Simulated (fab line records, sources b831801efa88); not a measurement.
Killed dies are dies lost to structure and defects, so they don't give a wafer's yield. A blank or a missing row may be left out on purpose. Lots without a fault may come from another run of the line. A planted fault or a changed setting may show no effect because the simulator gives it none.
Problem report in the 8D (eight disciplines) form, filled by code | flow sky130 | the parts of the form that need people (team, actions taken, sign-off) are left out

1. THE PROBLEM
oes_product_au at SKY_FIELD_ISO_ETCH_15 reads a mean of 0.887 a.u. on 4 wafers of 2 lots; wafers without a fault read 0.948 a.u. with a standard deviation of 0.0064. That is -9.6 standard deviations from the usual mean.
The step: etches the open film in CHF3/O2, stops on Si, target depth 180 nm, time 72 s.
First seen on wafer L565.3, day 3 06:08, on rie_diel-04. The record holds 18 wafers of 6 lots with a number at this step. Rule for "out", or "out of limits": more than 4 standard deviations from the usual mean. The other wafers with a number count as sound.

2. WHAT IT IS AND WHAT IT IS NOT
question                    | is                             | is not
which readings at this step | oes_product_au                 | -
which lots                  | L565, L570                     | L564, L567, L574, L577
which wafers of those lots  | L565.3, L565.6, L570.3, L570.5 | L565.1, L570.1
read on which tools         | rie_diel-04                    | rie_diel-02, rie_diel-03
when                        | from day 3 06:08               | up to then (4 sound wafers); but 10 sound wafers of L567, L570, L574, L577 came after

3. SUSPECTS, AND WHAT RULES EACH OUT
Counting: a tool at a process step up to the reading stays a suspect if it ran every lot that is out. Sound lots after the first of them don't rule it out here, since some wafers of a struck lot are sound.
- rie_diel-04 at SKY_FIELD_ISO_ETCH_14 (etches BARC in N2/H2, stops on SiO2, time 45.9 s, target depth 60 nm): kept. It ran every lot that is out, first L565 (day 3 06:05); its last sound lot up to then is L564 (day 2 20:59).
- rie_diel-04 at SKY_FIELD_ISO_ETCH_15 (etches the open film in CHF3/O2, stops on Si, target depth 180 nm, time 72 s): kept. It ran every lot that is out, first L565 (day 3 06:08); its last sound lot up to then is L564 (day 2 21:01). Its own readings are out on those wafers: oes_product_au.
- Within rie_diel-04 at SKY_FIELD_ISO_ETCH_14: the wafers that are out ran in chamber 0; their sound lot-mates ran in chambers 1, 2.
- Within rie_diel-04 at SKY_FIELD_ISO_ETCH_15: the wafers that are out ran in chamber 0; their sound lot-mates ran in chambers 1, 2.
Left after counting: rie_diel-04 at SKY_FIELD_ISO_ETCH_14, rie_diel-04 at SKY_FIELD_ISO_ETCH_15.

4. THE CAUSE (what the simulator had put in)
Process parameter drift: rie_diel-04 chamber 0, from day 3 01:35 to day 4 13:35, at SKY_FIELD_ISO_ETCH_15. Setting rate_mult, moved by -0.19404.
Counting left 2 suspects, and this tool is among them.

5. THE CHAIN OF EFFECTS, in route order
Each row: a reading whose mean over the struck wafers that have a number lies more than 3 standard deviations from the usual. Only readings for which the record gives a usual standard deviation are gone through. hours: the time from each lot's start at the first step in this table that gives one to its start at this step, as a median over the lots. sigmas: the change in usual standard deviations.
hours | step                   | reading                  | usual      | on struck wafers | change | sigmas
0     | SKY_FIELD_ISO_ETCH_15  | oes_product_au           | 0.948 a.u. | 0.887            | -0.061 | -9.6
0     | SKY_FIELD_ISO_STRIP_16 | oes_product_au           | 0.377 a.u. | 0.393            | +0.016 | +3.4
0     | SKY_FIELD_ISO_STRIP_16 | strip_time_to_endpoint_s | 3.53 s     | 3.85             | +0.32  | +7.2
1071  | SKY_PAD_OPEN_PROBE_99  | killed_at_front_end      | 14         | 424              | +410   | +85
1071  | SKY_PAD_OPEN_PROBE_99  | killed_dies              | 84         | 490              | +406   | +45
1071  | SKY_PAD_OPEN_PROBE_99  | killed_on_rim            | 16         | 96               | +80    | +24
The process steps in it:
- SKY_FIELD_ISO_ETCH_15: etches the open film in CHF3/O2, stops on Si, target depth 180 nm, time 72 s.
- SKY_FIELD_ISO_STRIP_16: strips in O2/N2.
- SKY_PAD_OPEN_PROBE_99

6. WHAT WOULD HAVE CAUGHT IT SOONER
In this record the first reading out of limits was taken at day 3 06:08, 5 hours after the fault began at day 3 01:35.
